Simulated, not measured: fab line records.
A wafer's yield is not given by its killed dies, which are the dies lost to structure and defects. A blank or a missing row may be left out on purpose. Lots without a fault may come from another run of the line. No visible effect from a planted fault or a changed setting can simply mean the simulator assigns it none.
fab line records ; flow sky130
record: lots: 5; wafers: 15; lastDay: 50
route steps=708 shown VIA4@653 METAL5@661
lots with no fault: from the same line, run without faults
startH: hours from the record's opening day to when the first of the lot's shown wafers began ; waitH: how many hours have passed since the lot's step before this one ; " unchanged from the row above ; L1.1+2: a single row standing in for several wafers ; - value missing, or start not given ; * or withheld: withheld ; < > ~ a bound
route shown NAME@n: names a module that has steps shown in the file, with the first one's number in the route ; usual: mean/standard deviation of fault-free wafers ; same: alike in all rows ; chamber/n: place in a boat ; sites: per-site readings ; _std_site: the standard deviation of these ; _edge_site: the outer-site mean with the inner-site mean subtracted ; radiusMm: how far each site lies from the wafer's centre ; mask NAME#n: copy n ; behind: the tool/chamber that last shaped the wafer ; hold: reason for holding the lot/hours on hold/outcome of the hold ; device: which transistor (n, p or np) failed to switch ; end of line: at the end of the route, the tests of the same wafers ; step lacking rows: just its recipe ; killed: count of dies lost to structure and defects at first sort (not the wafer's yield) ; map: shows each die of a wafer: x if killed, . if not, _ if none is there
set.NAME: the run value of the setting; set.NAME@STEP: its run value at that earlier step ; model.NAME: the simulator's own value behind a step, which no gauge read
lots at some steps of the route; a table a step, a row a wafer
services: when a tool's chamber went out of use (startH, in hours from the record's first day, below 0 if earlier), for how many hours, and the reason
== steps ==
step: SKY_VIA4_STRIP_14
recipe: chemistry: postEtchResidueRemover; timeS: 1200; tempC: 72.5
step: SKY_VIA4_CLEAN_15
recipe: chemistry: IPA; timeS: 180; tempC: 25
step: SKY_VIA4_CLEAN_16
recipe: chemistry: O3/DIW; dry: n2Spin
step: SKY_VIA4_SPUTTER_17
recipe: material: TiN; targetThkNm: 20; chamberPressurePa: 5; powerW: 4000; timeS: 80
usual: throttleValvePct: 29.6/0.81
lot.wafer;tool;chamber;startH;waitH;throttleValvePct
L607.1;pvdSputter-03;-;1020.26;0.0;28.6
L607.5;pvdSputter-03;-;1020.26;0.0;30.0
L607.6;pvdSputter-03;-;1020.26;0.0;29.9
L608.3;pvdSputter-02;-;1035.17;0.0;30.0
L608.4;pvdSputter-02;-;1035.17;0.0;28.3
L608.5;pvdSputter-02;-;1035.17;0.0;29.9
L613.1;pvdSputter-02;-;1059.05;0.0;30.1
L613.2;pvdSputter-02;-;1059.05;0.0;28.4
L613.4;pvdSputter-02;-;1059.05;0.0;30.1
L625.3;pvdSputter-03;-;1133.08;0.0;28.5
L625.4;pvdSputter-03;-;1133.08;0.0;30.5
L625.6;pvdSputter-03;-;1133.08;0.0;30.2
L626.1;pvdSputter-02;-;1141.14;0.0;28.6
L626.2;pvdSputter-02;-;1141.14;0.0;30.0
L626.4;pvdSputter-02;-;1141.14;0.0;29.9
step: SKY_VIA4_CVD_18
recipe: material: W; targetThkNm: 505; timeS: 152.14; tempC: 400; pressureTorr: 40
step: SKY_VIA4_RS_MEAS_19
recipe: thkMeasGauge: four-point-probe; reads: W_of_VIA4_CVD_18+TiN_of_VIA4_SPUTTER_17
usual: VIA4_W_RS: 0.2262/0.0021
lot.wafer;tool;chamber;startH;waitH;VIA4_W_RS[ohm/sq]
L607.1;filmMetro-01;-;1020.48;0.1;0.2271
L607.5;filmMetro-01;-;1020.48;0.1;0.2281
L607.6;filmMetro-01;-;1020.48;0.1;0.2278
L608.3;filmMetro-03;-;1035.42;0.1;0.2241
L608.4;filmMetro-03;-;1035.42;0.1;0.2256
L608.5;filmMetro-03;-;1035.42;0.1;0.2273
L613.1;filmMetro-01;-;1059.26;0.1;0.2244
L613.2;filmMetro-01;-;1059.26;0.1;0.2238
L613.4;filmMetro-01;-;1059.26;0.1;0.2256
L625.3;filmMetro-04;-;1133.33;0.1;0.2286
L625.4;filmMetro-04;-;1133.33;0.1;0.2239
L625.6;filmMetro-04;-;1133.33;0.1;0.2265
L626.1;filmMetro-04;-;1141.35;0.1;0.2293
L626.2;filmMetro-04;-;1141.35;0.1;0.2295
L626.4;filmMetro-04;-;1141.35;0.1;0.2266
step: SKY_VIA4_THK_MEAS_20
recipe: thkMeasGauge: xrf; reads: W_of_VIA4_CVD_18
usual: VIA4_W_THK: 517/6.8
lot.wafer;tool;chamber;startH;waitH;VIA4_W_THK[nm]
L607.1;filmMetro-01;-;1020.60;0.1;519
L607.5;filmMetro-01;-;1020.60;0.1;517
L607.6;filmMetro-01;-;1020.60;0.1;516
L608.3;filmMetro-03;-;1035.52;0.1;527
L608.4;filmMetro-03;-;1035.52;0.1;528
L608.5;filmMetro-03;-;1035.52;0.1;521
L613.1;filmMetro-01;-;1059.38;0.1;522
L613.2;filmMetro-01;-;1059.38;0.1;521
L613.4;filmMetro-01;-;1059.38;0.1;519
L625.3;filmMetro-04;-;1133.43;0.1;508
L625.4;filmMetro-04;-;1133.43;0.1;521
L625.6;filmMetro-04;-;1133.43;0.1;512
L626.1;filmMetro-04;-;1141.47;0.1;507
L626.2;filmMetro-04;-;1141.47;0.1;508
L626.4;filmMetro-04;-;1141.47;0.1;516
step: SKY_VIA4_CMP_21
recipe: stopOn: SiO2; tOverpolishS: 25; downForcePsi: 3.5; platenRpm: 60; targetThkNm: 0; padVelocityMS: 0.94248
usual: edgeZonePressureFrac: 1.000/0.0051; motorCurrentA: 10.3/0.61; overpolishRunS: 25.000/0.0092; timeToEndpointS: 123/3.9
lot.wafer;tool;chamber;startH;waitH;edgeZonePressureFrac;motorCurrentA;overpolishRunS;timeToEndpointS
L607.1;cmp-01;2;1021.09;0.5;1.000;10.0;24.990;118
L607.5;cmp-01;1;1021.09;0.5;1.008;9.9;25.015;125
L607.6;cmp-01;2;1021.09;0.5;0.997;10.5;25.001;122
L608.4;cmp-01;0;1035.61;0.1;1.001;11.3;25.007;125
L608.3;cmp-01;2;1035.61;0.1;0.992;10.0;24.985;121
L608.5;cmp-01;3;1035.61;0.1;0.994;10.9;25.012;130
L613.1;cmp-02;2;1059.44;0.1;1.003;10.6;24.989;130
L613.2;cmp-02;3;1059.44;0.1;0.994;9.9;24.998;131
L613.4;cmp-02;1;1059.44;0.1;0.998;10.0;25.011;124
L625.3;cmp-02;0;1133.64;0.2;1.009;9.7;25.006;122
L625.4;cmp-02;1;1133.64;0.2;1.000;10.4;25.004;122
L625.6;cmp-02;3;1133.64;0.2;0.993;11.0;25.010;124
L626.1;cmp-02;2;1141.59;0.1;0.996;10.6;25.004;122
L626.4;cmp-02;3;1141.59;0.1;1.004;10.0;25.001;123
L626.2;cmp-02;0;1141.59;0.1;1.006;9.3;25.008;119
step: SKY_METAL5_SPUTTER_00
recipe: material: Ti; targetThkNm: 15; powerW: 3000; timeS: 10; chamberPressurePa: 0.4
step: SKY_METAL5_SPUTTER_01
recipe: material: TiN; targetThkNm: 20; powerW: 6500; timeS: 16.7; chamberPressurePa: 0.4
step: SKY_METAL5_SPUTTER_02
recipe: material: AlCu; targetThkNm: 1150; powerW: 10600; timeS: 61.2; chamberPressurePa: 0.4
step: SKY_METAL5_SPUTTER_03
recipe: material: Ti; targetThkNm: 5; powerW: 3000; timeS: 3.3; chamberPressurePa: 0.4
usual: throttleValvePct: 30.1/0.94
lot.wafer;tool;chamber;startH;waitH;throttleValvePct
L607.1;pvdSputter-03;-;1021.44;0.0;28.7
L607.5;pvdSputter-03;-;1021.44;0.0;30.0
L607.6;pvdSputter-03;-;1021.44;0.0;30.0
L608.3;pvdSputter-01;-;1035.96;0.0;31.4
L608.4;pvdSputter-01;-;1035.96;0.0;31.6
L608.5;pvdSputter-01;-;1035.96;0.0;29.8
L613.1;pvdSputter-03;-;1059.84;0.0;28.5
L613.2;pvdSputter-03;-;1059.84;0.0;30.4
L613.4;pvdSputter-03;-;1059.84;0.0;30.3
L625.3;pvdSputter-01;-;1133.99;0.0;30.1
L625.4;pvdSputter-01;-;1133.99;0.0;31.1
L625.6;pvdSputter-01;-;1133.99;0.0;30.1
L626.1;pvdSputter-03;-;1141.99;0.0;30.0
L626.2;pvdSputter-03;-;1141.99;0.0;30.2
L626.4;pvdSputter-03;-;1141.99;0.0;30.6
step: SKY_METAL5_SPUTTER_04
recipe: material: TiN; targetThkNm: 70; powerW: 6500; timeS: 58.3; chamberPressurePa: 0.4
usual: throttleValvePct: 30.1/0.94
lot.wafer;tool;chamber;startH;waitH;throttleValvePct;model.TiN_of_METAL5_SPUTTER_04.thkNm
L607.1;pvdSputter-03;-;1021.46;0.0;28.7;69.31
L607.5;pvdSputter-03;-;1021.46;0.0;30.1;69.53
L607.6;pvdSputter-03;-;1021.46;0.0;29.8;69.6
L608.3;pvdSputter-01;-;1035.98;0.0;31.1;70.56
L608.4;pvdSputter-01;-;1035.98;0.0;31.5;70.77
L608.5;pvdSputter-01;-;1035.98;0.0;29.9;70.47
L613.1;pvdSputter-03;-;1059.86;0.0;28.6;70.68
L613.2;pvdSputter-03;-;1059.86;0.0;30.3;70.7
L613.4;pvdSputter-03;-;1059.86;0.0;30.1;70.77
L625.3;pvdSputter-01;-;1134.01;0.0;29.5;63.11
L625.4;pvdSputter-01;-;1134.01;0.0;31.1;69.53
L625.6;pvdSputter-01;-;1134.01;0.0;30.0;62.62
L626.1;pvdSputter-03;-;1142.01;0.0;30.6;69.37
L626.2;pvdSputter-03;-;1142.01;0.0;29.9;68.86
L626.4;pvdSputter-03;-;1142.01;0.0;30.3;68.59
step: SKY_METAL5_RS_MEAS_05
recipe: thkMeasGauge: four-point-probe; reads: TiN_of_METAL5_SPUTTER_04+Ti_of_METAL5_SPUTTER_03+AlCu_of_METAL5_SPUTTER_02+TiN_of_METAL5_SPUTTER_01+Ti_of_METAL5_SPUTTER_00
usual: METAL5_ALCU_RS: 0.02706/0.00023
lot.wafer;tool;chamber;startH;waitH;METAL5_ALCU_RS[ohm/sq]
L607.1;filmMetro-03;-;1021.51;0.0;0.0272
L607.5;filmMetro-03;-;1021.51;0.0;0.02718
L607.6;filmMetro-03;-;1021.51;0.0;0.02703
L608.3;filmMetro-02;-;1036.07;0.1;0.02684
L608.4;filmMetro-02;-;1036.07;0.1;0.02713
L608.5;filmMetro-02;-;1036.07;0.1;0.02696
L613.1;filmMetro-02;-;1059.91;0.0;0.02661
L613.2;filmMetro-02;-;1059.91;0.0;0.02678
L613.4;filmMetro-02;-;1059.91;0.0;0.02657
L625.3;filmMetro-02;-;1134.10;0.1;0.02734
L625.4;filmMetro-02;-;1134.10;0.1;0.02709
L625.6;filmMetro-02;-;1134.10;0.1;0.02718
L626.1;filmMetro-01;-;1142.06;0.0;0.02667
L626.2;filmMetro-01;-;1142.06;0.0;0.02694
L626.4;filmMetro-01;-;1142.06;0.0;0.02677
step: SKY_METAL5_THK_MEAS_06
recipe: thkMeasGauge: xrf; reads: AlCu_of_METAL5_SPUTTER_02
usual: METAL5_ALCU_THK: 1172/12
lot.wafer;tool;chamber;startH;waitH;METAL5_ALCU_THK[nm]
L607.1;filmMetro-03;-;1021.63;0.1;1154
L607.5;filmMetro-03;-;1021.63;0.1;1151
L607.6;filmMetro-03;-;1021.63;0.1;1157
L608.3;filmMetro-02;-;1036.17;0.1;1178
L608.4;filmMetro-02;-;1036.17;0.1;1167
L608.5;filmMetro-02;-;1036.17;0.1;1168
L613.1;filmMetro-02;-;1060.03;0.1;1200
L613.2;filmMetro-02;-;1060.03;0.1;1187
L613.4;filmMetro-02;-;1060.03;0.1;1199
L625.3;filmMetro-02;-;1134.20;0.1;1179
L625.4;filmMetro-02;-;1134.20;0.1;1175
L625.6;filmMetro-02;-;1134.20;0.1;1186
L626.1;filmMetro-01;-;1142.18;0.1;1195
L626.2;filmMetro-01;-;1142.18;0.1;1189
L626.4;filmMetro-01;-;1142.18;0.1;1192
step: SKY_METAL5_DEHYDRATE_07
recipe: tempC: 200; timeS: 60
step: SKY_METAL5_HMDS_08
recipe: primeTimeS: 60; primeTempC: 120
step: SKY_METAL5_COAT_09
recipe: resist: NOVOLAK; spinRpm: 3000; resistThkNm: 1800
step: SKY_METAL5_SOFTBAKE_10
recipe: tempC: 90; timeS: 60; resist: NOVOLAK
step: SKY_METAL5_EXPOSE_11
recipe: maskId: MM5; na: 0.6; sourceShape: conventional; sigmaOuter: 0.6; polarization: unpolarized; targetCdNm: 1600; doseMj: 190
step: SKY_METAL5_PEB_12
recipe: tempC: withheld; timeS: *; resist: NOVOLAK
step: SKY_METAL5_DEVELOP_13
recipe: resist: NOVOLAK; developer: TMAH; developTimeS: 60; devTempC: 23
step: SKY_METAL5_DESCUM_14
recipe: chemistry: O2; sourcePowerW: 150; biasPowerW: 0; pressureMtorr: 10; tempC: 40; timeS: 11
usual: drypumpMotorCurrentA: 5.9/0.35; oesProductAu: 0.994/0.0076
lot.wafer;tool;chamber;startH;waitH;drypumpMotorCurrentA;oesProductAu;rfHoursCounterH
L607.1;rieMetal-01;1;1043.77;0.1;6.3;0.991;20
L607.5;rieMetal-01;0;1043.77;0.1;6.0;1.006;-
L607.6;rieMetal-01;1;1043.77;0.1;6.4;0.992;-
L608.3;rieMetal-02;0;1057.70;0.1;6.2;0.991;-
L608.4;rieMetal-02;0;1057.70;0.1;6.2;1.001;-
L608.5;rieMetal-02;0;1057.70;0.1;6.2;0.986;-
L613.1;rieMetal-02;0;1081.27;0.1;6.2;1.007;20
L613.2;rieMetal-02;0;1081.27;0.1;6.2;1.000;-
L613.4;rieMetal-02;0;1081.27;0.1;6.2;1.001;-
L625.3;rieMetal-03;0;1152.20;0.1;5.5;0.986;-
L625.4;rieMetal-03;0;1152.20;0.1;5.5;0.990;-
L625.6;rieMetal-03;0;1152.20;0.1;5.4;0.976;-
L626.1;rieMetal-03;0;1159.63;0.1;5.5;0.979;19
L626.2;rieMetal-03;0;1159.63;0.1;5.5;0.982;-
L626.4;rieMetal-03;0;1159.63;0.1;5.5;0.988;-
step: SKY_METAL5_METAL_ETCH_15
recipe: targetDepthA: 12600; stopOn: SiO2; overEtchFrac: 0.2; timeS: 252; chemistry: Cl2/BCl3; resistSidewallDeg: 86; pressureMtorr: 10; icpW: 900; biasW: 48.5; Cl2_flow_sccm: 60; bcl3FlowSccm: 30
usual: bcl3FlowSccm: 29.98/0.095; drypumpMotorCurrentA: 5.9/0.34; oesProductAu: 0.894/0.0049; throttleValvePct: 22.264/0.0088
lot.wafer;tool;chamber;startH;waitH;bcl3FlowSccm;drypumpMotorCurrentA;oesProductAu;rfHoursCounterH;throttleValvePct
L607.1;rieMetal-01;1;1043.80;0.0;30.20;6.3;0.885;20;22.256
L607.5;rieMetal-01;0;1043.80;0.0;30.03;6.0;0.885;-;22.265
L607.6;rieMetal-01;1;1043.80;0.0;29.97;6.3;0.897;-;22.259
L608.3;rieMetal-02;0;1057.90;0.2;29.97;6.2;0.895;-;22.271
L608.4;rieMetal-02;0;1057.90;0.2;29.99;6.2;0.898;-;22.271
L608.5;rieMetal-02;0;1057.90;0.2;30.09;6.2;0.896;-;22.259
L613.1;rieMetal-02;0;1081.34;0.1;29.84;6.3;0.896;20;22.258
L613.2;rieMetal-02;0;1081.34;0.1;29.86;6.2;0.903;-;22.269
L613.4;rieMetal-02;0;1081.34;0.1;29.94;6.2;0.896;-;22.274
L625.3;rieMetal-03;0;1152.40;0.2;29.82;5.5;0.894;-;22.276
L625.4;rieMetal-03;0;1152.40;0.2;29.88;5.5;0.891;-;22.272
L625.6;rieMetal-03;0;1152.40;0.2;29.73;5.5;0.898;-;22.254
L626.1;rieMetal-03;0;1159.70;0.1;29.96;5.5;0.899;19;22.283
L626.2;rieMetal-03;0;1159.70;0.1;30.09;5.5;0.894;-;22.285
L626.4;rieMetal-03;0;1159.70;0.1;30.01;5.5;0.880;-;22.270
step: SKY_METAL5_STRIP_16
recipe: chemistry: O2/N2; powerW: 1400; pressureMtorr: 1500; platenTempC: withheld; o2FlowSccm: 3000; n2FlowSccm: 300; overashFraction: 0.5
step: SKY_METAL5_STRIP_17
recipe: chemistry: postEtchResidueRemover; timeS: 1200; tempC: 72.5
lot.wafer;tool;chamber;startH;waitH;model.TiN_of_METAL5_SPUTTER_04.thkNm
L607.1;wetBench-01;3;1044.13;0.1;68.89
L607.5;wetBench-01;3;1044.13;0.1;69.11
L607.6;wetBench-01;3;1044.13;0.1;69.18
L608.3;wetBench-01;3;1058.32;0.0;70.14
L608.4;wetBench-01;3;1058.32;0.0;70.35
L608.5;wetBench-01;3;1058.32;0.0;70.04
L613.1;wetBench-01;1;1081.91;0.1;70.25
L613.2;wetBench-01;1;1081.91;0.1;70.28
L613.4;wetBench-01;1;1081.91;0.1;70.34
L625.3;wetBench-03;1;1152.87;0.1;62.68
L625.4;wetBench-03;1;1152.87;0.1;69.11
L625.6;wetBench-03;1;1152.87;0.1;62.2
L626.1;wetBench-04;0;1160.27;0.1;68.95
L626.2;wetBench-04;0;1160.27;0.1;68.44
L626.4;wetBench-04;0;1160.27;0.1;68.16
step: SKY_METAL5_CLEAN_18
recipe: chemistry: IPA; timeS: 180; tempC: 25
== services ==
tool;chamber;startH;hours;kind
cmp-01;-;998.73;6.5;pm
rieMetal-02;0;1000.76;2.1;repair
rieMetal-02;1;1002.37;5.3;repair
cmp-02;-;1018.18;8.7;pm
cmp-01;-;1023.97;0.7;repair
pvdSputter-01;-;1036.32;1.5;repair
rieMetal-02;1;1039.03;55.6;repair
rieMetal-03;-;1052.97;0.3;repair
pvdSputter-03;-;1061.05;2.2;repair
cmp-01;-;1066.92;0.9;repair
cmp-02;-;1084.23;4.0;pm
cmp-01;-;1086.88;1.4;repair
rieMetal-02;0;1087.64;10.5;repair
wetBench-04;-;1088.91;4.4;repair
rieMetal-01;-;1091.85;0.4;repair
cmp-02;-;1097.61;1.1;repair
rieMetal-02;-;1103.74;0.8;repair
cmp-01;-;1106.48;3.3;repair
rieMetal-02;-;1124.55;1.8;repair
pvdSputter-01;-;1126.52;2.0;repair
cmp-02;-;1138.66;0.3;repair
cmp-01;-;1139.09;0.9;repair
pvdSputter-03;3;1140.23;-;consumableReplace:kit
cmp-01;-;1154.99;8.2;pm
== key ==
firstSign none at tools or gauges
modelEffect: step: SKY_METAL5_SPUTTER_04; value: TiN_of_METAL5_SPUTTER_04.thkNm; without: 69.69; struck: 62.86
modelEffect: step: SKY_METAL5_STRIP_17; value: TiN_of_METAL5_SPUTTER_04.thkNm; without: 69.26; struck: 62.44
metAt SKY_METAL5_SPUTTER_04
struckWafers L625.3,L625.6
onsetBetween 1035.98 1134.01
fault: kind: processParameterDrift; tool: pvdSputter-01; chamber: -; onsetH: 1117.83; steps: SKY_METAL5_SPUTTER_04; channel: timeS; offset: *; shape: step; endH: 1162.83; actsIn: *; stated: *; scope: struckWafersOnly
